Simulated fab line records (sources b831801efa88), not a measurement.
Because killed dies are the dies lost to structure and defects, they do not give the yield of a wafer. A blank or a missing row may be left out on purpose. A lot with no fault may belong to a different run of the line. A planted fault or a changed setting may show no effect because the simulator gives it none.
Comparing a struck lot with a sound one | flow sky130 | 43 steps out of a route of 708
Sound: wafers L213.1, L213.2, L213.3. Struck: wafers L203.1, L203.4, L203.5. The cause is given at the end.
Per side, at each step with rows, come the tool, then ch with its chambers, and then its first start. Under that, the readings that differ: sound wafers | struck wafers | difference of the means | sigmas: that difference in standard deviations of wafers without a fault.
alike: same words and numbers on both sides, and readings whose means sit less than 2 such deviations apart. not compared: any withheld reading, any reading some wafer has no value for, any bound like >300 that may hide the same value, and any number with overlapping values for which the record gives no deviation.
Wherever a step has rows on one side only, a row that says differs or no value, or a row with sigmas, the two part there. Numbers that don't overlap but have no deviation are shown without sigmas and don't part them. A reading missing from all wafers of one side parts the sides only when that side holds two or more wafers.

first, 3 steps without rows for these wafers: SKY_LDD_N_EXPOSE_04 (exposes mask NTM, target cd 840 nm); SKY_LDD_N_PEB_05; SKY_LDD_N_DEVELOP_06 (develop time 60 s).
SKY_LDD_N_OVL_MEAS_07:
  sound on overlay-01, day 25 14:14; struck on overlay-01, day 21 20:26
  alike: LDD_N_OVL
then, 8 steps without rows for these wafers: SKY_LDD_N_IMPLANT_08; SKY_LDD_N_IMPLANT_09; SKY_LDD_N_IMPLANT_10; SKY_LDD_N_IMPLANT_11; SKY_LDD_N_IMPLANT_12; SKY_LDD_N_IMPLANT_13; SKY_LDD_N_IMPLANT_14; SKY_LDD_N_IMPLANT_15.
SKY_LDD_N_STRIP_16: strips in O2/N2.
  sound on plasma-asher-02 ch 0,1, day 25 15:28; struck on plasma-asher-01 ch 0,1, day 21 21:41
  alike: drypump-motor-current-A, oes-product-au, strip-time-to-endpoint-s
  not compared: rf-hours-counter-h
SKY_LDD_N_TW_MEAS_17:
  sound on film-metro-04, day 25 15:34; struck on film-metro-01, day 21 21:47
  alike: LDD_N_TW
then, 7 steps without rows for these wafers: SKY_LDD_P_DEHYDRATE_00 (time 60 s); SKY_LDD_P_HMDS_01 (prime time 60 s); SKY_LDD_P_COAT_02 (resist thk 1140 nm); SKY_LDD_P_SOFTBAKE_03 (time 60 s); SKY_LDD_P_EXPOSE_04 (exposes mask PSDM, target cd 380 nm); SKY_LDD_P_PEB_05; SKY_LDD_P_DEVELOP_06 (develop time 60 s).
SKY_LDD_P_CD_MEAS_07: the cd target is 380 nm.
  sound on cd-sem-02, day 26 20:52; struck on cd-sem-02, day 23 04:10
  alike: cd-nm
SKY_LDD_P_OVL_MEAS_08:
  sound on overlay-01, day 26 20:59; struck on overlay-02, day 23 04:17
  alike: LDD_P_OVL
following that, these wafers have no rows for 1 step: SKY_LDD_P_IMPLANT_09.
SKY_LDD_P_STRIP_10: strips in O2/N2.
  sound on plasma-asher-02 ch 0,1, day 26 21:11; struck on plasma-asher-02 ch 0,1, day 23 04:29
  reading                      | sound             | struck            | difference | sigmas
  strip-time-to-endpoint-s (s) | 14.19 14.20 14.20 | 14.29 14.30 14.26 | +0.09      | +2
  alike: drypump-motor-current-A, oes-product-au
  not compared: rf-hours-counter-h
SKY_LDD_P_TW_MEAS_11:
  sound on film-metro-01, day 26 21:17; struck on film-metro-02, day 23 04:35
  reading  | sound       | struck      | difference | sigmas
  LDD_P_TW | 637 636 633 | 629 627 627 | -8         | -2
then, 7 steps without rows for these wafers: SKY_LDD_HVN_DEHYDRATE_00 (time 60 s); SKY_LDD_HVN_HMDS_01 (prime time 60 s); SKY_LDD_HVN_COAT_02 (resist thk 300 nm); SKY_LDD_HVN_SOFTBAKE_03 (time 60 s); SKY_LDD_HVN_EXPOSE_04 (exposes mask HVNTM, target cd 700 nm); SKY_LDD_HVN_PEB_05; SKY_LDD_HVN_DEVELOP_06 (develop time 60 s).
SKY_LDD_HVN_OVL_MEAS_07:
  sound on overlay-02, day 28 01:41; struck on overlay-02, day 24 10:05
  reading          | sound          | struck       | difference | sigmas
  LDD_HVN_OVL (nm) | -2.8 -4.0 -2.0 | 1.9 -0.5 0.0 | +3.4       | +3
following that, these wafers have no rows for 1 step: SKY_LDD_HVN_IMPLANT_08.
SKY_LDD_HVN_STRIP_09: strips in O2/N2.
  sound on plasma-asher-01 ch 0,1, day 28 01:52; struck on plasma-asher-04 ch 0, day 24 10:26
  alike: drypump-motor-current-A, oes-product-au, strip-time-to-endpoint-s
  not compared: rf-hours-counter-h
SKY_LDD_HVN_TW_MEAS_10:
  sound on film-metro-02, day 28 01:58; struck on film-metro-02, day 24 10:32
  alike: LDD_HVN_TW
then, 5 steps without rows for these wafers: SKY_LDD_HVP_DEHYDRATE_00 (time 60 s); SKY_LDD_HVP_HMDS_01 (prime time 60 s); SKY_LDD_HVP_COAT_02 (resist thk 300 nm); SKY_LDD_HVP_SOFTBAKE_03 (time 60 s); SKY_LDD_HVP_EXPOSE_04 (exposes mask HVPTM, target cd 700 nm).
-- a jump in the record: the struck wafers' starts before and after are 24 days apart (it breaks off in module LDD_HVP and resumes in module PAD_OPEN, where the first step shown is number 708 of the route) --
SKY_PAD_OPEN_PROBE_99:
  sound on prober-02, day 50 16:55; struck on prober-02, day 48 10:27
  reading             | sound    | struck      | difference | sigmas
  killed-at-front-end | 20 13 22 | 44 70 71    | +43        | +10
  killed-dies         | 96 83 95 | 118 140 141 | +42        | +5
  alike: killed_at_M0_to_M3, killed_at_M4_up, killed-at-contacts, killed-at-other, killed-open, killed-short

== WHERE THEY PART ==
At SKY_LDD_P_STRIP_10 first; at SKY_PAD_OPEN_PROBE_99 last (within this record only).

WHY: what had been put in by the simulator
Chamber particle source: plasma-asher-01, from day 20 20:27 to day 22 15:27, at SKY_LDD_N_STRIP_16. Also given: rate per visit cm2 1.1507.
